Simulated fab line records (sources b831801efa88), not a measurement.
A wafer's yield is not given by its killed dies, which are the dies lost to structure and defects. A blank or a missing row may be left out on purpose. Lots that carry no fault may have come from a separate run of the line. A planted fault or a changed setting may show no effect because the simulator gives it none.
fab line records || flow sfq_line
record {"lots": 15, "wafers": 45, "last_day": 94}
route steps=325 shown I2@114
lots with no fault: from the same line, run without faults
start_h: hours from the record's first day to the start of the lot's first wafer shown || wait_h: hours from the lot's prior step to this one || " the same as in the row above || L1.1+2: a single row standing in for several wafers || - no value present, or no start provided || * or withheld: withheld || < > ~ a bound
route shown NAME@n: a module of which the file shows steps, and the number in the route of the first || usual: mean and standard deviation over wafers with no fault || same: alike in all rows || chamber/n: place in a boat || sites: each site's reading || _std_site: the values' standard deviation || _edge_site: mean of outer sites minus mean of inner sites || radius_mm: for every site, how far away it sits from the centre of the wafer || mask NAME#n: copy n || behind: the last tool/chamber to shape the wafer || hold: why the lot went on hold/how many hours it stayed there/how the hold came to an end || device: the transistor (n, p or np) that didn't switch || end of line: at the end of the route, the tests of the same wafers || a step given without rows: its recipe and nothing more || killed: dies lost to structure and defects at the first sort, not the wafer's yield || map: dies across one wafer; x = killed, . = not, _ = none there
set.NAME: setting as actually run; set.NAME@STEP: the setting as run at that earlier step || model.NAME: the simulator's own value behind a step, which no gauge read
one table for each step of the route and one row for each wafer, over a sample of lots
services: a tool's chamber out of use, with start hour (start_h, from the record's first day; less than 0 if before it), hours out, and reason
## steps
# step SFQ_TRILAYER_I2_VIA_BARC_OPEN_VIA_ETCH_096
# recipe {"mask_material": "PR", "chemistry": "O2", "target_depth_nm": 125, "target": "BARC", "source_w": 500, "bias_w": 80, "pressure_mtorr": 30, "time_s": 41.7}
# usual {"chamber_pressure_mTorr": "29.998/0.026", "drypump_motor_current_A": "5.6/0.39", "oes_product_au": "0.685/0.0046"}
{"lot.wafer": "L463.2", "tool": "rie_diel-01", "chamber": 3, "start_h": 489.68, "wait_h": 0.0, "chamber_pressure_mTorr": 30.009, "drypump_motor_current_A": 5.9, "oes_product_au": 0.680, "rf_hours_counter_h": 14}
{"lot.wafer": "L463.5", "tool": "rie_diel-01", "chamber": 2, "start_h": 489.68, "wait_h": 0.0, "chamber_pressure_mTorr": 29.977, "drypump_motor_current_A": 5.6, "oes_product_au": 0.692, "rf_hours_counter_h": "-"}
{"lot.wafer": "L463.6", "tool": "rie_diel-01", "chamber": 3, "start_h": 489.68, "wait_h": 0.0, "chamber_pressure_mTorr": 30.004, "drypump_motor_current_A": 5.9, "oes_product_au": 0.683, "rf_hours_counter_h": "-"}
{"lot.wafer": "L464.3", "tool": "rie_diel-04", "chamber": 1, "start_h": 499.28, "wait_h": 0.0, "chamber_pressure_mTorr": 29.989, "drypump_motor_current_A": 5.2, "oes_product_au": 0.672, "rf_hours_counter_h": 21}
{"lot.wafer": "L464.5", "tool": "rie_diel-04", "chamber": 1, "start_h": 499.28, "wait_h": 0.0, "chamber_pressure_mTorr": 29.990, "drypump_motor_current_A": 5.2, "oes_product_au": 0.682, "rf_hours_counter_h": "-"}
{"lot.wafer": "L464.6", "tool": "rie_diel-04", "chamber": 0, "start_h": 499.28, "wait_h": 0.0, "chamber_pressure_mTorr": 29.950, "drypump_motor_current_A": 5.0, "oes_product_au": 0.679, "rf_hours_counter_h": "-"}
{"lot.wafer": "L465.2", "tool": "rie_diel-01", "chamber": 1, "start_h": 516.08, "wait_h": 0.0, "chamber_pressure_mTorr": 29.992, "drypump_motor_current_A": 6.1, "oes_product_au": 0.690, "rf_hours_counter_h": 39}
{"lot.wafer": "L465.3", "tool": "rie_diel-01", "chamber": 0, "start_h": 516.08, "wait_h": 0.0, "chamber_pressure_mTorr": 30.007, "drypump_motor_current_A": 5.2, "oes_product_au": 0.687, "rf_hours_counter_h": 6}
{"lot.wafer": "L465.4", "tool": "rie_diel-01", "chamber": 2, "start_h": 516.08, "wait_h": 0.0, "chamber_pressure_mTorr": 30.059, "drypump_motor_current_A": 5.6, "oes_product_au": 0.693, "rf_hours_counter_h": 2}
{"lot.wafer": "L466.2", "tool": "rie_diel-02", "chamber": 3, "start_h": 525.68, "wait_h": 0.0, "chamber_pressure_mTorr": 29.997, "drypump_motor_current_A": 5.3, "oes_product_au": 0.691, "rf_hours_counter_h": 55}
{"lot.wafer": "L466.3", "tool": "rie_diel-02", "chamber": 0, "start_h": 525.68, "wait_h": 0.0, "chamber_pressure_mTorr": 29.951, "drypump_motor_current_A": 5.7, "oes_product_au": 0.688, "rf_hours_counter_h": 13}
{"lot.wafer": "L466.5", "tool": "rie_diel-02", "chamber": 3, "start_h": 525.68, "wait_h": 0.0, "chamber_pressure_mTorr": 29.995, "drypump_motor_current_A": 5.2, "oes_product_au": 0.692, "rf_hours_counter_h": "-"}
{"lot.wafer": "L467.3", "tool": "rie_diel-02", "chamber": 3, "start_h": 529.28, "wait_h": 0.0, "chamber_pressure_mTorr": 30.022, "drypump_motor_current_A": 5.2, "oes_product_au": 0.680, "rf_hours_counter_h": 55}
{"lot.wafer": "L467.5", "tool": "rie_diel-02", "chamber": 2, "start_h": 529.28, "wait_h": 0.0, "chamber_pressure_mTorr": 29.997, "drypump_motor_current_A": 6.3, "oes_product_au": 0.678, "rf_hours_counter_h": "-"}
{"lot.wafer": "L467.6", "tool": "rie_diel-02", "chamber": 3, "start_h": 529.28, "wait_h": 0.0, "chamber_pressure_mTorr": 29.968, "drypump_motor_current_A": 5.2, "oes_product_au": 0.692, "rf_hours_counter_h": "-"}
{"lot.wafer": "L472.1", "tool": "rie_diel-04", "chamber": 3, "start_h": 601.00, "wait_h": 0.0, "chamber_pressure_mTorr": 35.994, "drypump_motor_current_A": 5.6, "oes_product_au": 0.681, "rf_hours_counter_h": 4}
{"lot.wafer": "L472.2", "tool": "rie_diel-04", "chamber": 1, "start_h": 601.00, "wait_h": 0.0, "chamber_pressure_mTorr": 35.984, "drypump_motor_current_A": 5.2, "oes_product_au": 0.686, "rf_hours_counter_h": 24}
{"lot.wafer": "L472.4", "tool": "rie_diel-04", "chamber": 2, "start_h": 601.00, "wait_h": 0.0, "chamber_pressure_mTorr": 35.986, "drypump_motor_current_A": 6.0, "oes_product_au": 0.683, "rf_hours_counter_h": 60}
{"lot.wafer": "L473.3", "tool": "rie_diel-04", "chamber": 3, "start_h": 619.00, "wait_h": 0.0, "chamber_pressure_mTorr": 36.023, "drypump_motor_current_A": 5.6, "oes_product_au": 0.686, "rf_hours_counter_h": 4}
{"lot.wafer": "L473.4", "tool": "rie_diel-04", "chamber": 1, "start_h": 619.00, "wait_h": 0.0, "chamber_pressure_mTorr": 36.001, "drypump_motor_current_A": 5.2, "oes_product_au": 0.684, "rf_hours_counter_h": "-"}
{"lot.wafer": "L473.6", "tool": "rie_diel-04", "chamber": 3, "start_h": 619.00, "wait_h": 0.0, "chamber_pressure_mTorr": 36.001, "drypump_motor_current_A": 5.6, "oes_product_au": 0.672, "rf_hours_counter_h": "-"}
{"lot.wafer": "L474.4", "tool": "rie_diel-04", "chamber": 1, "start_h": 623.82, "wait_h": 0.0, "chamber_pressure_mTorr": 35.995, "drypump_motor_current_A": 5.2, "oes_product_au": 0.680, "rf_hours_counter_h": "-"}
{"lot.wafer": "L474.5", "tool": "rie_diel-04", "chamber": 2, "start_h": 623.82, "wait_h": 0.0, "chamber_pressure_mTorr": 35.993, "drypump_motor_current_A": 6.0, "oes_product_au": 0.687, "rf_hours_counter_h": "-"}
{"lot.wafer": "L474.6", "tool": "rie_diel-04", "chamber": 3, "start_h": 623.82, "wait_h": 0.0, "chamber_pressure_mTorr": 36.003, "drypump_motor_current_A": 5.6, "oes_product_au": 0.682, "rf_hours_counter_h": "-"}
{"lot.wafer": "L480.1", "tool": "rie_diel-02", "chamber": 2, "start_h": 673.23, "wait_h": 0.0, "chamber_pressure_mTorr": 29.992, "drypump_motor_current_A": 6.3, "oes_product_au": 0.692, "rf_hours_counter_h": 61}
{"lot.wafer": "L480.2", "tool": "rie_diel-02", "chamber": 3, "start_h": 673.23, "wait_h": 0.0, "chamber_pressure_mTorr": 29.969, "drypump_motor_current_A": 5.2, "oes_product_au": 0.683, "rf_hours_counter_h": 58}
{"lot.wafer": "L480.5", "tool": "rie_diel-02", "chamber": 3, "start_h": 673.23, "wait_h": 0.0, "chamber_pressure_mTorr": 29.998, "drypump_motor_current_A": 5.2, "oes_product_au": 0.685, "rf_hours_counter_h": "-"}
{"lot.wafer": "L481.1", "tool": "rie_diel-01", "chamber": 3, "start_h": 681.73, "wait_h": 0.0, "chamber_pressure_mTorr": 29.987, "drypump_motor_current_A": 5.9, "oes_product_au": 0.687, "rf_hours_counter_h": 17}
{"lot.wafer": "L481.2", "tool": "rie_diel-01", "chamber": 0, "start_h": 681.73, "wait_h": 0.0, "chamber_pressure_mTorr": 30.025, "drypump_motor_current_A": 5.2, "oes_product_au": 0.677, "rf_hours_counter_h": 9}
{"lot.wafer": "L481.6", "tool": "rie_diel-01", "chamber": 0, "start_h": 681.73, "wait_h": 0.0, "chamber_pressure_mTorr": 29.980, "drypump_motor_current_A": 5.2, "oes_product_au": 0.689, "rf_hours_counter_h": "-"}
{"lot.wafer": "L482.2", "tool": "rie_diel-02", "chamber": 0, "start_h": 688.93, "wait_h": 0.0, "chamber_pressure_mTorr": 30.002, "drypump_motor_current_A": 5.7, "oes_product_au": 0.678, "rf_hours_counter_h": 17}
{"lot.wafer": "L482.4", "tool": "rie_diel-02", "chamber": 2, "start_h": 688.93, "wait_h": 0.0, "chamber_pressure_mTorr": 30.006, "drypump_motor_current_A": 6.3, "oes_product_au": 0.680, "rf_hours_counter_h": 61}
{"lot.wafer": "L482.5", "tool": "rie_diel-02", "chamber": 2, "start_h": 688.93, "wait_h": 0.0, "chamber_pressure_mTorr": 29.982, "drypump_motor_current_A": 6.3, "oes_product_au": 0.682, "rf_hours_counter_h": "-"}
{"lot.wafer": "L483.1", "tool": "rie_diel-02", "chamber": 0, "start_h": 693.73, "wait_h": 0.0, "chamber_pressure_mTorr": 29.995, "drypump_motor_current_A": 5.7, "oes_product_au": 0.681, "rf_hours_counter_h": 17}
{"lot.wafer": "L483.2", "tool": "rie_diel-02", "chamber": 3, "start_h": 693.73, "wait_h": 0.0, "chamber_pressure_mTorr": 30.024, "drypump_motor_current_A": 5.3, "oes_product_au": 0.681, "rf_hours_counter_h": 59}
{"lot.wafer": "L483.3", "tool": "rie_diel-02", "chamber": 1, "start_h": 693.73, "wait_h": 0.0, "chamber_pressure_mTorr": 29.970, "drypump_motor_current_A": 5.5, "oes_product_au": 0.690, "rf_hours_counter_h": 2}
{"lot.wafer": "L484.1", "tool": "rie_diel-01", "chamber": 2, "start_h": 702.13, "wait_h": 0.0, "chamber_pressure_mTorr": 29.997, "drypump_motor_current_A": 5.6, "oes_product_au": 0.681, "rf_hours_counter_h": 5}
{"lot.wafer": "L484.2", "tool": "rie_diel-01", "chamber": 1, "start_h": 702.13, "wait_h": 0.0, "chamber_pressure_mTorr": 29.995, "drypump_motor_current_A": 6.1, "oes_product_au": 0.693, "rf_hours_counter_h": 43}
{"lot.wafer": "L484.4", "tool": "rie_diel-01", "chamber": 3, "start_h": 702.13, "wait_h": 0.0, "chamber_pressure_mTorr": 30.047, "drypump_motor_current_A": 5.9, "oes_product_au": 0.687, "rf_hours_counter_h": 18}
{"lot.wafer": "L485.1", "tool": "rie_diel-04", "chamber": 2, "start_h": 704.53, "wait_h": 0.0, "chamber_pressure_mTorr": 29.941, "drypump_motor_current_A": 6.0, "oes_product_au": 0.691, "rf_hours_counter_h": 62}
{"lot.wafer": "L485.5", "tool": "rie_diel-04", "chamber": 3, "start_h": 704.53, "wait_h": 0.0, "chamber_pressure_mTorr": 29.990, "drypump_motor_current_A": 5.6, "oes_product_au": 0.680, "rf_hours_counter_h": "-"}
{"lot.wafer": "L485.6", "tool": "rie_diel-04", "chamber": 2, "start_h": 704.53, "wait_h": 0.0, "chamber_pressure_mTorr": 29.971, "drypump_motor_current_A": 6.0, "oes_product_au": 0.684, "rf_hours_counter_h": "-"}
{"lot.wafer": "L486.1", "tool": "rie_diel-04", "chamber": 1, "start_h": 724.73, "wait_h": 0.0, "chamber_pressure_mTorr": 29.988, "drypump_motor_current_A": 5.2, "oes_product_au": 0.689, "rf_hours_counter_h": 26}
{"lot.wafer": "L486.4", "tool": "rie_diel-04", "chamber": 0, "start_h": 724.73, "wait_h": 0.0, "chamber_pressure_mTorr": 29.979, "drypump_motor_current_A": 5.0, "oes_product_au": 0.695, "rf_hours_counter_h": "-"}
{"lot.wafer": "L486.5", "tool": "rie_diel-04", "chamber": 3, "start_h": 724.73, "wait_h": 0.0, "chamber_pressure_mTorr": 30.001, "drypump_motor_current_A": 5.6, "oes_product_au": 0.686, "rf_hours_counter_h": "-"}
## services
{"tool": "rie_diel-01", "chamber": 3, "start_h": 473.18, "hours": 6.8, "kind": "repair"}
{"tool": "rie_diel-04", "chamber": 1, "start_h": 500.09, "hours": 4.6, "kind": "repair"}
{"tool": "rie_diel-04", "chamber": 0, "start_h": 502.93, "hours": 15.7, "kind": "repair"}
{"tool": "rie_diel-04", "chamber": 3, "start_h": 512.85, "hours": 2.9, "kind": "repair"}
{"tool": "rie_diel-02", "chamber": 0, "start_h": 532.10, "hours": 7.1, "kind": "repair"}
{"tool": "rie_diel-01", "chamber": 1, "start_h": 543.15, "hours": 19.4, "kind": "repair"}
{"tool": "rie_diel-02", "chamber": 1, "start_h": 560.71, "hours": "-", "kind": "clean"}
{"tool": "rie_diel-02", "chamber": 1, "start_h": 560.71, "hours": 17.4, "kind": "scheduled_down"}
{"tool": "rie_diel-02", "chamber": 1, "start_h": 560.71, "hours": 17.4, "kind": "vent_cycle"}
{"tool": "rie_diel-02", "chamber": 1, "start_h": 578.79, "hours": 7.2, "kind": "repair"}
{"tool": "rie_diel-02", "chamber": 2, "start_h": 579.15, "hours": 2.9, "kind": "repair"}
{"tool": "rie_diel-02", "chamber": 3, "start_h": 587.19, "hours": 17.6, "kind": "repair"}
{"tool": "rie_diel-04", "chamber": 0, "start_h": 610.47, "hours": 5.3, "kind": "repair"}
{"tool": "rie_diel-04", "chamber": 0, "start_h": 615.76, "hours": "-", "kind": "clean"}
{"tool": "rie_diel-04", "chamber": 0, "start_h": 615.76, "hours": 15.3, "kind": "scheduled_down"}
{"tool": "rie_diel-04", "chamber": 0, "start_h": 615.76, "hours": 15.3, "kind": "vent_cycle"}
{"tool": "rie_diel-01", "chamber": 0, "start_h": 687.54, "hours": 2.8, "kind": "repair"}
{"tool": "rie_diel-04", "chamber": 1, "start_h": 702.71, "hours": 10.5, "kind": "repair"}
{"tool": "rie_diel-04", "chamber": 2, "start_h": 707.30, "hours": 15.3, "kind": "repair"}
{"tool": "rie_diel-01", "chamber": 0, "start_h": 720.22, "hours": 19.6, "kind": "repair"}
{"tool": "rie_diel-02", "chamber": 2, "start_h": 720.90, "hours": "-", "kind": "clean"}
{"tool": "rie_diel-04", "chamber": 2, "start_h": 722.58, "hours": "-", "kind": "clean"}
{"tool": "rie_diel-04", "chamber": 2, "start_h": 722.58, "hours": 24.9, "kind": "scheduled_down"}
{"tool": "rie_diel-04", "chamber": 2, "start_h": 722.58, "hours": 24.9, "kind": "vent_cycle"}
## key
first_sign {"step": "SFQ_TRILAYER_I2_VIA_BARC_OPEN_VIA_ETCH_096", "reading": "chamber_pressure_mTorr", "direction": "up", "sigmas": "99+", "usual": 29.998, "struck": 35.998}
effect none on later readings
met_at SFQ_TRILAYER_I2_VIA_BARC_OPEN_VIA_ETCH_096
struck_lots L472,L473,L474
onset_between 499.28 601.00
fault {"kind": "process_parameter_drift", "tool": "rie_diel-04", "chamber": "-", "onset_h": 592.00, "steps": "SFQ_TRILAYER_I2_VIA_BARC_OPEN_VIA_ETCH_096", "channel": "pressure_mtorr", "offset": 6, "shape": "step", "end_h": 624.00, "acts_in": "these_recipes_only", "stated": 30}
